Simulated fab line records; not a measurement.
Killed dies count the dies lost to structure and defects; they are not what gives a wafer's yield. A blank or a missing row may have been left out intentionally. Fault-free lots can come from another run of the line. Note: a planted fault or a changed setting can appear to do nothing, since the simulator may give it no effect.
fab line records :: flow sky130
[record]
  lots = 4
  wafers = 12
  lastDay = 50
route steps=708 shown METAL2@490 VIA2@507 PAD_OPEN@708
lots with no fault: from the same line, run without faults
startH: hours from the record's opening day to when the first of the lot's shown wafers began :: waitH: time in hours since the lot's previous step :: " repeats the value in the row above :: L1.1+2: a row that stands for several wafers :: - no value, or no start given :: * or withheld: withheld :: < > ~ a bound
route shown NAME@n: a module of which the file shows steps, and the number in the route of the first :: usual: mean/standard deviation of fault-free wafers :: same: alike in all rows :: chamber/n: place in a boat :: sites: per-site readings :: _std_site: how widely they spread, as a standard deviation :: _edge_site: the outer-site mean with the inner-site mean subtracted :: radiusMm: how far each site lies from the wafer's centre :: mask NAME#n: copy n :: behind: the last tool/chamber to shape the wafer :: hold: why the lot was held/for how many hours/how that ended :: device: the n, p or np transistor that did not switch :: end of line: the same wafers' tests at the end of the route :: a step with no rows: only its recipe :: killed: count of dies lost to structure and defects at first sort (not the wafer's yield) :: map: per-die view of a wafer (x killed, . not killed, _ where there is no die)
set.NAME: setting as actually run; set.NAME@STEP: the setting as run at that earlier step :: model.NAME: the simulator's own value behind a step, which no gauge read
lots at some steps of the route; a table a step, a row a wafer
services: the hour from which a tool's chamber was out of use, counted from the record's first day as startH (under 0 if before that day), plus the number of hours and why
[[steps]]
[step SKY_METAL2_DEHYDRATE_07]
[recipe]
  tempC = 200
  timeS = 60
[step SKY_METAL2_HMDS_08]
[recipe]
  primeTimeS = 60
  primeTempC = 120
[step SKY_METAL2_COAT_09]
[recipe]
  resist = BARC
  tempC = withheld
  timeS = withheld
  spinRpm = 3000
  resistThkNm = 60
[step SKY_METAL2_COAT_10]
[recipe]
  resist = KrF-thick
  spinRpm = 3000
  resistThkNm = 450
[step SKY_METAL2_SOFTBAKE_11]
[recipe]
  tempC = 99.33
  timeS = 90
  resist = KrF-thick
[step SKY_METAL2_EXPOSE_12]
[recipe]
  maskId = MM2
  na = 0.8
  sourceShape = annular
  sigmaInner = 0.55
  sigmaOuter = 0.85
  targetCdNm = 140
  doseMj = 28
[step SKY_METAL2_PEB_13]
[recipe]
  pebTempC = withheld
  pebTimeS = withheld
  resist = KrF-thick
[step SKY_METAL2_DEVELOP_14]
[recipe]
  developTimeS = 60
  resist = KrF-thick
  devTempC = 21
[step SKY_METAL2_DESCUM_17]
[recipe]
  chemistry = O2
  sourcePowerW = 150
  biasPowerW = 0
  pressureMtorr = 10
  tempC = 40
  timeS = 8
[step SKY_METAL2_ETCH_18]
[recipe]
  chemistry = N2/H2
  target = BARC
  ionEnergyEv = 200
  biasW = 100
  pressureMtorr = 30
  n2FlowSccm = 100
  h2FlowSccm = 200
  icpW = 500
  stopOn = SiO2
  timeS = 45.9
  targetDepthA = 600
[usual]
  biasW = 100.0/0.31
  drypumpMotorCurrentA = 5.4/0.32
  oesProductAu = 0.855/0.0052
  throttleValvePct = 13.225/0.0094
lot.wafer: L930.3
tool: rieMetal-02
chamber: 1
startH: 887.48
waitH: 0.0
biasW: 100.0
drypumpMotorCurrentA: 5.3
oesProductAu: 0.856
rfHoursCounterH: -
throttleValvePct: 13.232

lot.wafer: L930.5
tool: rieMetal-02
chamber: 1
startH: 887.48
waitH: 0.0
biasW: 99.9
drypumpMotorCurrentA: 5.2
oesProductAu: 0.846
rfHoursCounterH: -
throttleValvePct: 13.230

lot.wafer: L930.6
tool: rieMetal-02
chamber: 0
startH: 887.48
waitH: 0.0
biasW: 99.9
drypumpMotorCurrentA: 5.2
oesProductAu: 0.856
rfHoursCounterH: -
throttleValvePct: 13.231

lot.wafer: L932.1
tool: rieMetal-01
chamber: 0
startH: 903.72
waitH: 0.0
biasW: 100.2
drypumpMotorCurrentA: 6.0
oesProductAu: 0.851
rfHoursCounterH: 17
throttleValvePct: 13.240

lot.wafer: L932.3
tool: rieMetal-01
chamber: 0
startH: 903.72
waitH: 0.0
biasW: 100.1
drypumpMotorCurrentA: 6.0
oesProductAu: 0.858
rfHoursCounterH: -
throttleValvePct: 13.229

lot.wafer: L932.4
tool: rieMetal-01
chamber: 1
startH: 903.72
waitH: 0.0
biasW: 100.3
drypumpMotorCurrentA: 5.4
oesProductAu: 0.851
rfHoursCounterH: -
throttleValvePct: 13.227

lot.wafer: L933.3
tool: rieMetal-02
chamber: 0
startH: 918.90
waitH: 0.0
biasW: 99.5
drypumpMotorCurrentA: 5.2
oesProductAu: 0.856
rfHoursCounterH: -
throttleValvePct: 13.225

lot.wafer: L933.5
tool: rieMetal-02
chamber: 0
startH: 918.90
waitH: 0.0
biasW: 99.9
drypumpMotorCurrentA: 5.2
oesProductAu: 0.854
rfHoursCounterH: -
throttleValvePct: 13.222

lot.wafer: L933.6
tool: rieMetal-02
chamber: 1
startH: 918.90
waitH: 0.0
biasW: 99.8
drypumpMotorCurrentA: 5.3
oesProductAu: 0.855
rfHoursCounterH: -
throttleValvePct: 13.217

lot.wafer: L943.2
tool: rieMetal-02
chamber: 1
startH: 981.76
waitH: 0.0
biasW: 99.8
drypumpMotorCurrentA: 5.3
oesProductAu: 0.849
rfHoursCounterH: 6
throttleValvePct: 13.230

lot.wafer: L943.5
tool: rieMetal-02
chamber: 0
startH: 981.76
waitH: 0.0
biasW: 100.0
drypumpMotorCurrentA: 5.2
oesProductAu: 0.853
rfHoursCounterH: -
throttleValvePct: 13.233

lot.wafer: L943.6
tool: rieMetal-02
chamber: 1
startH: 981.76
waitH: 0.0
biasW: 99.6
drypumpMotorCurrentA: 5.2
oesProductAu: 0.859
rfHoursCounterH: -
throttleValvePct: 13.232
[step SKY_METAL2_METAL_ETCH_19]
[recipe]
  targetDepthA = 3600
  stopOn = SiO2
  overEtchFrac = 0.3
  timeS = 78
  chemistry = Cl2/BCl3
  resistSidewallDeg = 88
  pressureMtorr = 10
  icpW = 900
  biasW = 48.5
  Cl2_flow_sccm = 60
  bcl3FlowSccm = 30
[step SKY_METAL2_STRIP_20]
[recipe]
  chemistry = O2/N2
  powerW = 1400
  pressureMtorr = 1500
  platenTempC = withheld
  o2FlowSccm = 3000
  n2FlowSccm = 300
  overashFraction = 0.5
[step SKY_METAL2_STRIP_21]
[recipe]
  chemistry = postEtchResidueRemover
  timeS = 1200
  tempC = 72.5
[step SKY_METAL2_CLEAN_22]
[recipe]
  chemistry = IPA
  timeS = 180
  tempC = 25
[step SKY_METAL2_CLEAN_23]
[recipe]
  chemistry = O3/DIW
  dry = n2Spin
[step SKY_VIA2_HDPCVD_00]
[recipe]
  material = SiO2
  targetThkNm = 1180
  sigmaOpenFrac = 0.3
  timeS = 196.7
  tempC = 400
  sih4FlowSccm = 60
  pressureMtorr = 6
[step SKY_VIA2_CMP_02]
[recipe]
  material = SiO2
  downForcePsi = 4
  platenRpm = 60
  padVelocityMS = 0.94248
[step SKY_VIA2_DEHYDRATE_04]
[recipe]
  tempC = 200
  timeS = 60
[step SKY_VIA2_HMDS_05]
[recipe]
  primeTimeS = 60
  primeTempC = 120
[step SKY_VIA2_COAT_06]
[recipe]
  resist = BARC
  tempC = withheld
  timeS = withheld
  spinRpm = 3000
  resistThkNm = 60
[step SKY_VIA2_COAT_07]
[recipe]
  resist = KrF-thick
  spinRpm = 3000
  resistThkNm = 450
[step SKY_VIA2_SOFTBAKE_08]
[recipe]
  tempC = 100
  timeS = 90
  resist = KrF-thick
[step SKY_VIA2_EXPOSE_09]
[recipe]
  maskId = VIM2
  na = 0.8
  sourceShape = annular
  sigmaInner = 0.55
  sigmaOuter = 0.85
  targetCdNm = 200
  doseMj = 38
[step SKY_VIA2_PEB_10]
[recipe]
  pebTempC = withheld
  pebTimeS = withheld
  resist = KrF-thick
[step SKY_VIA2_DEVELOP_11]
[recipe]
  developTimeS = 60
  resist = KrF-thick
  devTempC = 21
[step SKY_VIA2_ETCH_14]
[recipe]
  chemistry = N2/H2
  target = BARC
  ionEnergyEv = 200
  sourceW = 500
  biasW = 100
  pressureMtorr = 30
  n2FlowSccm = 100
  h2FlowSccm = 200
  stopOn = SiO2
  timeS = 45.9
  targetDepthA = 600
[step SKY_VIA2_ETCH_15]
[recipe]
  target = SiO2
  chemistry = C4F8/O2/Ar
  targetDepthNm = 546
  stopOn = TiN
  maskMaterial = KrF-thick
  sourceW = 1500
  biasW = 1200
  pressureMtorr = 40
  c4f8FlowSccm = withheld
  O2_flow_sccm = 6
  Ar_flow_sccm = 300
  timeS = 84
[step SKY_VIA2_STRIP_16]
[recipe]
  chemistry = O2/N2
  powerW = 1400
  pressureMtorr = 1500
  platenTempC = withheld
  o2FlowSccm = 3000
  n2FlowSccm = 300
  overashFraction = 0.5
[step SKY_VIA2_STRIP_17]
[recipe]
  chemistry = postEtchResidueRemover
  timeS = 1200
  tempC = 72.5
[step SKY_VIA2_CLEAN_18]
[recipe]
  chemistry = IPA
  timeS = 180
  tempC = 25
[step SKY_VIA2_CLEAN_19]
[recipe]
  chemistry = O3/DIW
  dry = n2Spin
[step SKY_VIA2_SPUTTER_20]
[recipe]
  material = TiN
  targetThkNm = 20
  chamberPressurePa = 5
  powerW = 4000
  timeS = 80
[step SKY_VIA2_CVD_21]
[recipe]
  material = W
  targetThkNm = 420
  timeS = 126.4
  tempC = 403.9
  pressureTorr = 40
[step SKY_PAD_OPEN_PROBE_99]
[usual]
  defectLimitedYield = 82.8/1.8
  killed_at_M0_to_M3 = 42/5.8
  killed_at_M4_up = 3.0/2
  killedAtContacts = 24/5.5
  killedAtFrontEnd = 15/3.9
  killedAtOther = 0.3/0.54
  killedDies = 85/8.8
  killedOpen = 47/6.8
  killedShort = 38/5.9
  sort_bin_3_pad_short = 0.9/0.41
  sort_bin_5_function = 10.1/1.4
  sort_bin_6_memory = 6.2/1.2
  sortNPass = 407/8.8
  sortYieldPct = 82.8/1.8
[same]
  grossDies = 492
  killedAtBackSide = 0
  sort_bin_4_leakage[%] = 0
  sort_bin_8_speed[%] = 0
lot.wafer: L930.3
tool: prober-01
chamber: -
startH: 1130.12
waitH: 0.2
defectLimitedYield[%]: 81.7
killed_at_M0_to_M3: 50
killed_at_M4_up: 1
killedAtContacts: 22
killedAtFrontEnd: 16
killedAtOther: 1
killedDies: 90
killedOpen: 54
killedShort: 36
sort_bin_3_pad_short[%]: 1.2
sort_bin_5_function[%]: 11.6
sort_bin_6_memory[%]: 5.5
sortNPass: 402
sortYieldPct[%]: 81.7
model.etest.tester.sortNPass: 402
model.etest.tester.sortYieldPct: 81.71
model.etest.tester.sort_bin_5_pct: 11.59
model.etest.tester.sort_bin_3_pct: 1.22

lot.wafer: L930.5
tool: prober-01
chamber: -
startH: 1130.22
waitH: 0.2
defectLimitedYield[%]: 83.5
killed_at_M0_to_M3: 42
killed_at_M4_up: 5
killedAtContacts: 20
killedAtFrontEnd: 14
killedAtOther: 0
killedDies: 81
killedOpen: 52
killedShort: 28
sort_bin_3_pad_short[%]: 0.8
sort_bin_5_function[%]: 10.6
sort_bin_6_memory[%]: 5.1
sortNPass: 411
sortYieldPct[%]: 83.5
model.etest.tester.sortNPass: 411
model.etest.tester.sortYieldPct: 83.54
model.etest.tester.sort_bin_5_pct: 10.57
model.etest.tester.sort_bin_3_pct: 0.813

lot.wafer: L930.6
tool: prober-01
chamber: -
startH: 1130.27
waitH: 0.2
defectLimitedYield[%]: 70.1
killed_at_M0_to_M3: 105
killed_at_M4_up: 5
killedAtContacts: 21
killedAtFrontEnd: 16
killedAtOther: 0
killedDies: 147
killedOpen: 51
killedShort: 30
sort_bin_3_pad_short[%]: 5.3
sort_bin_5_function[%]: 16.5
sort_bin_6_memory[%]: 8.1
sortNPass: 345
sortYieldPct[%]: 70.1
model.etest.tester.sortNPass: 345
model.etest.tester.sortYieldPct: 70.12
model.etest.tester.sort_bin_5_pct: 16.46
model.etest.tester.sort_bin_3_pct: 5.285

lot.wafer: L932.1
tool: prober-01
chamber: -
startH: 1139.93
waitH: 0.1
defectLimitedYield[%]: 82.7
killed_at_M0_to_M3: 40
killed_at_M4_up: 5
killedAtContacts: 24
killedAtFrontEnd: 16
killedAtOther: 0
killedDies: 85
killedOpen: 39
killedShort: 46
sort_bin_3_pad_short[%]: 0.8
sort_bin_5_function[%]: 10.4
sort_bin_6_memory[%]: 6.1
sortNPass: 407
sortYieldPct[%]: 82.7
model.etest.tester.sortNPass: 407
model.etest.tester.sortYieldPct: 82.72
model.etest.tester.sort_bin_5_pct: 10.37
model.etest.tester.sort_bin_3_pct: 0.813

lot.wafer: L932.3
tool: prober-01
chamber: -
startH: 1140.03
waitH: 0.2
defectLimitedYield[%]: 85.6
killed_at_M0_to_M3: 34
killed_at_M4_up: 3
killedAtContacts: 20
killedAtFrontEnd: 13
killedAtOther: 1
killedDies: 71
killedOpen: 39
killedShort: 32
sort_bin_3_pad_short[%]: 1.2
sort_bin_5_function[%]: 7.3
sort_bin_6_memory[%]: 5.9
sortNPass: 421
sortYieldPct[%]: 85.6
model.etest.tester.sortNPass: 421
model.etest.tester.sortYieldPct: 85.57
model.etest.tester.sort_bin_5_pct: 7.317
model.etest.tester.sort_bin_3_pct: 1.22

lot.wafer: L932.4
tool: prober-01
chamber: -
startH: 1140.08
waitH: 0.2
defectLimitedYield[%]: 82.7
killed_at_M0_to_M3: 46
killed_at_M4_up: 2
killedAtContacts: 18
killedAtFrontEnd: 18
killedAtOther: 1
killedDies: 85
killedOpen: 47
killedShort: 38
sort_bin_3_pad_short[%]: 0.4
sort_bin_5_function[%]: 11.2
sort_bin_6_memory[%]: 5.7
sortNPass: 407
sortYieldPct[%]: 82.7
model.etest.tester.sortNPass: 407
model.etest.tester.sortYieldPct: 82.72
model.etest.tester.sort_bin_5_pct: 11.18
model.etest.tester.sort_bin_3_pct: 0.4065

lot.wafer: L933.3
tool: prober-01
chamber: -
startH: 1155.27
waitH: 0.2
defectLimitedYield[%]: 70.1
killed_at_M0_to_M3: 111
killed_at_M4_up: 4
killedAtContacts: 20
killedAtFrontEnd: 12
killedAtOther: 0
killedDies: 147
killedOpen: 47
killedShort: 26
sort_bin_3_pad_short[%]: 7.1
sort_bin_5_function[%]: 14.0
sort_bin_6_memory[%]: 8.7
sortNPass: 345
sortYieldPct[%]: 70.1
model.etest.tester.sortNPass: 345
model.etest.tester.sortYieldPct: 70.12
model.etest.tester.sort_bin_5_pct: 14.02
model.etest.tester.sort_bin_3_pct: 7.114

lot.wafer: L933.5
tool: prober-01
chamber: -
startH: 1155.37
waitH: 0.2
defectLimitedYield[%]: 70.3
killed_at_M0_to_M3: 114
killed_at_M4_up: 2
killedAtContacts: 17
killedAtFrontEnd: 13
killedAtOther: 0
killedDies: 146
killedOpen: 45
killedShort: 28
sort_bin_3_pad_short[%]: 5.5
sort_bin_5_function[%]: 18.3
sort_bin_6_memory[%]: 5.9
sortNPass: 346
sortYieldPct[%]: 70.3
model.etest.tester.sortNPass: 346
model.etest.tester.sortYieldPct: 70.33
model.etest.tester.sort_bin_5_pct: 18.29
model.etest.tester.sort_bin_3_pct: 5.488

lot.wafer: L933.6
tool: prober-01
chamber: -
startH: 1155.42
waitH: 0.2
defectLimitedYield[%]: 81.1
killed_at_M0_to_M3: 50
killed_at_M4_up: 2
killedAtContacts: 29
killedAtFrontEnd: 12
killedAtOther: 0
killedDies: 93
killedOpen: 54
killedShort: 39
sort_bin_3_pad_short[%]: 1.6
sort_bin_5_function[%]: 11.4
sort_bin_6_memory[%]: 5.9
sortNPass: 399
sortYieldPct[%]: 81.1
model.etest.tester.sortNPass: 399
model.etest.tester.sortYieldPct: 81.1
model.etest.tester.sort_bin_5_pct: 11.38
model.etest.tester.sort_bin_3_pct: 1.626

lot.wafer: L943.2
tool: prober-02
chamber: -
startH: 1197.06
waitH: 0.1
defectLimitedYield[%]: 83.3
killed_at_M0_to_M3: 42
killed_at_M4_up: 2
killedAtContacts: 27
killedAtFrontEnd: 11
killedAtOther: 0
killedDies: 82
killedOpen: 48
killedShort: 34
sort_bin_3_pad_short[%]: 0.2
sort_bin_5_function[%]: 8.5
sort_bin_6_memory[%]: 7.9
sortNPass: 410
sortYieldPct[%]: 83.3
model.etest.tester.sortNPass: 410
model.etest.tester.sortYieldPct: 83.33
model.etest.tester.sort_bin_5_pct: 8.537
model.etest.tester.sort_bin_3_pct: 0.2033

lot.wafer: L943.5
tool: prober-02
chamber: -
startH: 1197.21
waitH: 0.2
defectLimitedYield[%]: 84.1
killed_at_M0_to_M3: 42
killed_at_M4_up: 2
killedAtContacts: 20
killedAtFrontEnd: 14
killedAtOther: 0
killedDies: 78
killedOpen: 36
killedShort: 42
sort_bin_3_pad_short[%]: 0.4
sort_bin_5_function[%]: 10.6
sort_bin_6_memory[%]: 4.9
sortNPass: 414
sortYieldPct[%]: 84.1
model.etest.tester.sortNPass: 414
model.etest.tester.sortYieldPct: 84.15
model.etest.tester.sort_bin_5_pct: 10.57
model.etest.tester.sort_bin_3_pct: 0.4065

lot.wafer: L943.6
tool: prober-02
chamber: -
startH: 1197.26
waitH: 0.2
defectLimitedYield[%]: 85.0
killed_at_M0_to_M3: 36
killed_at_M4_up: 5
killedAtContacts: 22
killedAtFrontEnd: 11
killedAtOther: 0
killedDies: 74
killedOpen: 40
killedShort: 33
sort_bin_3_pad_short[%]: 1.0
sort_bin_5_function[%]: 9.3
sort_bin_6_memory[%]: 4.7
sortNPass: 418
sortYieldPct[%]: 85.0
model.etest.tester.sortNPass: 418
model.etest.tester.sortYieldPct: 84.96
model.etest.tester.sort_bin_5_pct: 9.35
model.etest.tester.sort_bin_3_pct: 1.016
// killed by level:class
L930.3 VIA1:geometricParticle:open=11 VIA2:geometricParticle:open=8 LI_CONTACT:geometricParticle:open=8 CONTACT:geometricParticle:open=8 METAL2:geometricParticle:short=6 VIA3:geometricParticle:open=6 FIELD_ISO:geometricParticle:open=4 VIA1:geometricParticle:short=4
L930.5 VIA1:geometricParticle:open=12 CONTACT:geometricParticle:open=7 LI_CONTACT:geometricParticle:open=6 VIA2:geometricParticle:open=6 VIA3:geometricParticle:open=6 METAL4:geometricParticle:short=5 POLY_CUT:geometricParticle:open=4 METAL1:geometricParticle:short=4
L930.6 METAL2:unspecified=66 VIA1:geometricParticle:open=10 VIA2:geometricParticle:open=10 CONTACT:geometricParticle:open=7 FIELD_ISO:geometricParticle:open=5 LI_CONTACT:geometricParticle:open=5 FIELD_ISO:geometricParticle:short=4 METAL1:geometricParticle:short=4
L932.1 CONTACT:geometricParticle:open=8 VIA1:geometricParticle:open=8 VIA1:geometricParticle:short=7 FIELD_ISO:geometricParticle:short=5 LOCAL_INTERCONNECT:geometricParticle:short=5 VIA2:geometricParticle:short=5 VIA3:geometricParticle:open=5 FIELD_ISO:geometricParticle:open=4
L932.3 CONTACT:geometricParticle:open=9 VIA2:geometricParticle:open=8 VIA1:geometricParticle:open=8 METAL2:geometricParticle:short=5 POLY_GATE:geometricParticle:short=4 FIELD_ISO:geometricParticle:short=3 FIELD_ISO:geometricParticle:open=3 LI_CONTACT:geometricParticle:open=3
L932.4 VIA1:geometricParticle:open=12 CONTACT:geometricParticle:open=8 FIELD_ISO:geometricParticle:short=6 VIA1:geometricParticle:short=6 VIA2:geometricParticle:open=5 VIA3:geometricParticle:open=5 POLY_GATE:geometricParticle:open=4 CONTACT:geometricParticle:short=4
L933.3 METAL2:unspecified=74 VIA1:geometricParticle:open=10 CONTACT:geometricParticle:open=8 VIA2:geometricParticle:open=6 VIA3:geometricParticle:open=6 FIELD_ISO:geometricParticle:open=5 LI_CONTACT:geometricParticle:open=5 CONTACT:geometricParticle:short=4
L933.5 METAL2:unspecified=73 VIA1:geometricParticle:open=12 CONTACT:geometricParticle:open=10 VIA3:geometricParticle:open=7 VIA2:geometricParticle:open=6 FIELD_ISO:geometricParticle:short=5 METAL2:geometricParticle:short=4 SPACER:geometricParticle:open=3
L933.6 VIA3:geometricParticle:open=11 VIA2:geometricParticle:open=10 CONTACT:geometricParticle:open=10 LI_CONTACT:geometricParticle:open=9 VIA1:geometricParticle:open=9 METAL1:geometricParticle:short=8 CONTACT:geometricParticle:short=5 METAL2:geometricParticle:short=4
L943.2 LI_CONTACT:geometricParticle:open=11 VIA1:geometricParticle:open=10 VIA2:geometricParticle:open=7 LI_CONTACT:geometricParticle:short=5 VIA2:geometricParticle:short=5 VIA3:geometricParticle:open=5 FIELD_ISO:geometricParticle:open=4 LOCAL_INTERCONNECT:geometricParticle:short=4
L943.5 METAL2:geometricParticle:short=10 VIA2:geometricParticle:open=9 CONTACT:geometricParticle:open=6 METAL1:geometricParticle:short=6 VIA1:geometricParticle:open=6 FIELD_ISO:geometricParticle:short=5 CONTACT:geometricParticle:short=5 POLY_GATE:geometricParticle:open=4
L943.6 LI_CONTACT:geometricParticle:open=8 CONTACT:geometricParticle:open=8 VIA1:geometricParticle:open=6 VIA3:geometricParticle:open=6 CONTACT:geometricParticle:short=5 METAL1:geometricParticle:short=5 FIELD_ISO:geometricParticle:open=4 METAL2:geometricParticle:short=4
// map L930.6 (x killed, . not)
__________.x.x.....x_________
________....xx........_______
______..........x......x_____
_____...x.......xx..xx.x.____
____........x..x........xx___
___...x.......x...xx....x.x__
__......x..................._
_xx..x....x..x.xx..x....xx.x.
_....x........xx..xxx...x....
_..........x..x.x.xxx........
_.x....x......xxxxxxxxx....x.
_...xx.......xxxxxxxxxxxx...x
_...x.........xxxxxxxxxx.....
_...x.........xxxxxxxxxx..x..
_........x....xxxxxxxxxx....x
__..........xx..xxxxxx...x.._
___.......xxxx....xxx......__
____x.x...x......x.....x..___
_____.xxx....x.....x..x.x____
______x.x.x.......x..xx._____
________...x......x..._______
__________.x........_________
// map L933.3 (x killed, . not)
__________.........._________
________x....x.....x.._______
______x....x..x..x....x._____
_____x.....x.x.......x...____
____.x.....x.x.....x....xx___
___....x.x.........x.......__
__x.x........x............x._
_............x..x..xxx...x...
_...............xx.xxx..x...x
_..x......x..xxxxxxxxxxx...x.
_.x...........xxxxxxxxxx.....
_.....xx......xxxxxxxxxxxx...
_x...........xxxxxxxxxxx.x..x
_.x..x...x...xxxxxxxxxxx.....
_..x..........xxxxxxxxxxx....
__....x.......xxxxxxxx.x...._
___.............xxx.x.x..x.__
____.........xx.x....xx..x___
_____.......xx...........____
______x...........xx...._____
________.............._______
__________...x...x.x_________
[[services]]
tool: rieMetal-01
chamber: 0
startH: 936.92
hours: -
kind: clean

tool: rieMetal-01
chamber: 0
startH: 936.92
hours: 18.3
kind: scheduledDown

tool: rieMetal-01
chamber: 0
startH: 936.92
hours: 18.3
kind: ventCycle

tool: rieMetal-01
chamber: -
startH: 981.74
hours: 4.0
kind: pm
[[key]]
[firstSign]
  step = SKY_PAD_OPEN_PROBE_99
  reading = sort_bin_3_pad_short
  direction = up
  sigmas = 13
  usual = 0.9
  struck = 6.0
[effect]
  step = SKY_PAD_OPEN_PROBE_99
  reading = killed_at_M0_to_M3
  direction = up
  sigmas = 12
  usual = 42
  struck = 110
[modelEffect]
  step = SKY_PAD_OPEN_PROBE_99
  value = etest.tester.sortNPass
  without = 411
  struck = 345.3
metAt SKY_METAL2_ETCH_18
struckWafers L930.6,L933.3,L933.5
[fault]
  kind = chamberParticleSource
  tool = rieMetal-02
  chamber = 0
  onsetH = 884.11
  steps = SKY_METAL2_ETCH_18
  ratePerVisitCm2 = 2.2376
  endH = 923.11
